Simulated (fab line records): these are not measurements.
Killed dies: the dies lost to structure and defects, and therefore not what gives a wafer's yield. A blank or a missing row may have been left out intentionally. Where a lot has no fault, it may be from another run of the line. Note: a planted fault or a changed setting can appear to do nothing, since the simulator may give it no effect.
A lot that was struck, set against a sound lot | flow sfq line | 14 steps out of a route of 325
Sound: these wafers, L264.1, L264.3, L264.4. Wafers struck: L273.2, L273.3, L273.5. At the end, the cause is stated.
Each step with rows lists, per side, the tool, then ch with its chambers, then its first start. Under that, the readings that differ: sound wafers | struck wafers | difference of the means | sigmas: that difference in standard deviations of wafers without a fault.
alike: same words and numbers on both sides, and readings whose means sit less than 2 such deviations apart. not compared: any withheld reading, any reading some wafer has no value for, any bound like >300 that may hide the same value, and any number with overlapping values for which the record gives no deviation.
Wherever a step has rows on one side only, a row that says differs or no value, or a row with sigmas, the two part there. When numbers do not overlap yet have no deviation, they are printed without sigmas and do not part them. Lack of a reading on every wafer of one side parts them only where that side has two or more wafers.

first, 2 steps without rows for these wafers: SFQ_TRILAYER_L0_VIA_STRIP_SOLV_CLEAN_018 (cleans in NMP, time 600 s); SFQ_TRILAYER_M0_DEP_PRE_CLEAN_020 (time 15 s).
SFQ_TRILAYER_M0_DEP_SPUTTER_019: material Nb, target thk 200 nm, time 133.3 s.
  sound: pvd sputter-06 at day 5 16:23; struck: pvd sputter-06 at day 10 18:42
  alike: throttle valve pct
SFQ_M0_RS_MEAS_904: measurement is done with a four-point probe.
  sound: film metro-03 at day 5 16:28; struck: film metro-04 at day 10 18:49
  alike: M0_NB_RS
then, 6 steps without rows for these wafers: SFQ_TRILAYER_M0_LITHO_COAT_026 (resist thk 62 nm); SFQ_TRILAYER_M0_LITHO_COAT_021 (resist thk 600 nm); SFQ_TRILAYER_M0_LITHO_SOFTBAKE_025; SFQ_TRILAYER_M0_LITHO_EXPOSE_022 (exposes mask M0, target cd 500 nm); SFQ_TRILAYER_M0_LITHO_PEB_024 (peb time 60 s); SFQ_TRILAYER_M0_LITHO_DEVELOP_023 (time 60 s).
-- the record jumps here: 5 days lie between the struck wafers' starts before and after --
SFQ_M0_OVL_MEAS_906:
  sound: overlay-01 at day 8 22:04; struck: overlay-02 at day 15 16:01
  alike: M0_OVL
SFQ_TRILAYER_M0_BARC_OPEN_METAL_ETCH_031: etches BARC in O2, target depth 125 nm, time 41.7 s.
  sound on rie metal-02 ch 0,1, day 8 22:05; struck on rie metal-01 ch 0,1, day 15 16:02
  reading                                             | sound             | struck            | difference | sigmas
  drypump motor current A (A)                         | 5.77 5.63 5.75    | 6.30 6.11 6.32    | +0.53      | +2
  oes product au (a.u.)                               | 0.687 0.691 0.690 | 0.812 0.811 0.817 | +0.124     | +28
  run length s (s)                                    | 70.5 69.7 69.9    | 60.8 61.0 60.9    | -9.1       | -13
  time s (s)                                          | 41.7 41.7 41.7    | 29.19 29.19 29.19 | -12.51     |
  model.KrF_of_TRILAYER_M0_LITHO_COAT_021.thk nm (nm) | 524.3 522.9 526.3 | 539.6 537.3 538.5 | +14.0      |
  not compared: rf hours counter h
SFQ_TRILAYER_M0_ETCH_METAL_ETCH_024: etches Nb in Cl2/Ar, stops on SiO2, target depth 240 nm, time 120 s.
  sound on rie metal-02 ch 0,1, day 8 22:09; struck on rie metal-01 ch 0,1, day 15 16:06
  reading                                             | sound             | struck            | difference | sigmas
  drypump motor current A (A)                         | 5.75 5.64 5.74    | 6.31 6.08 6.30    | +0.52      | +2
  model.KrF_of_TRILAYER_M0_LITHO_COAT_021.thk nm (nm) | 387.7 380.2 387.9 | 398.5 393.3 397.8 | +11.3      |
  alike: oes product au, run length s, time s
  not compared: rf hours counter h
SFQ_TRILAYER_M0_STRIP_STRIP_025: strips in O2.
  sound on rie metal-02 ch 0,1, day 8 22:17; struck on rie metal-01 ch 0,1, day 15 16:13
  reading                     | sound          | struck         | difference | sigmas
  drypump motor current A (A) | 5.75 5.62 5.75 | 6.28 6.13 6.28 | +0.52      | +2
  alike: oes product au
  not compared: rf hours counter h

## WHERE THEY PART
Earliest at SFQ_TRILAYER_M0_BARC_OPEN_METAL_ETCH_031; latest, in this record, at SFQ_TRILAYER_M0_STRIP_STRIP_025.

WHY: the cause the simulator had injected
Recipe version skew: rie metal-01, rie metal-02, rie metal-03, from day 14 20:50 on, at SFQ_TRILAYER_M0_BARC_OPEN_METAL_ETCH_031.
